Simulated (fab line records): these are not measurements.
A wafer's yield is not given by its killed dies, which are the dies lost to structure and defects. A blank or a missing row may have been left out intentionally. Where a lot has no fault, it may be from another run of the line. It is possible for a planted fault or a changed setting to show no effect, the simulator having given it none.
2 desks, one fault | flow gf180mcu | each desk holds nothing but its own numbers, with what lay behind them at the end

## AT THE TOOL OWNER'S DESK: pecvd-04
The tool's own readings at GF_MIM_CVD_05 (deposits Si3N4, target thk 42 nm, time 29.086 s): means of the sampled wafers that have a number, for each lot that ran on this tool. The brackets show how far a lot's mean lies from the usual mean; more than 4 standard deviations puts the lot out of limits, marked OUT.
Columns: A = heater power w at GF_MIM_CVD_05, usual 646 W; B = run length s at GF_MIM_CVD_05, usual 57.2 s
lot  | first seen here | A   | B
L424 | day 25 10:08    | 638 | 57.2
L425 | day 25 21:53    | 661 | 56.9
L428 | day 27 00:26    | 617 | 56.8
L429 | day 27 06:11    | 682 | 56.8
L434 | day 28 16:49    | 608 | 55.5
L435 | day 29 16:02    | 610 | 55.7
L436 | day 29 23:56    | 668 | 55.7
This desk's verdict: no lot among the 7 shows anything out of limits.

## AT THE METROLOGY DESK
What the gauges read, lot by lot, whatever tool the lot ran on: means of the sampled wafers that have a number. The brackets show how far a lot's mean lies from the usual mean; more than 4 standard deviations puts the lot out of limits, marked OUT.
Columns: A = MIM_CVD_05_THK at GF_MIM_THK_MEAS_06, usual 41.9 nm
lot  | first seen here | A
L421 | day 24 17:20    | 41.6
L424 | day 25 10:11    | 41.7
L425 | day 25 21:55    | 41.5
L426 | day 26 05:16    | 41.9
L427 | day 26 14:01    | 42.1
L428 | day 27 00:28    | 41.3
L429 | day 27 06:14    | 41.4
L434 | day 28 16:52    | 39.9
L435 | day 29 16:04    | 40.5
L437 | day 29 22:13    | 42.2
L436 | day 29 23:59    | 40.3
L441 | day 30 23:58    | 42.0
L442 | day 31 06:10    | 41.5
This desk's verdict: no lot among the 13 shows anything out of limits.

## PUT TOGETHER
Nothing out of limits was seen by the tool owner's desk.
The metrology desk saw nothing out of limits.

## WHAT HAD BEEN PUT IN BY THE SIMULATOR
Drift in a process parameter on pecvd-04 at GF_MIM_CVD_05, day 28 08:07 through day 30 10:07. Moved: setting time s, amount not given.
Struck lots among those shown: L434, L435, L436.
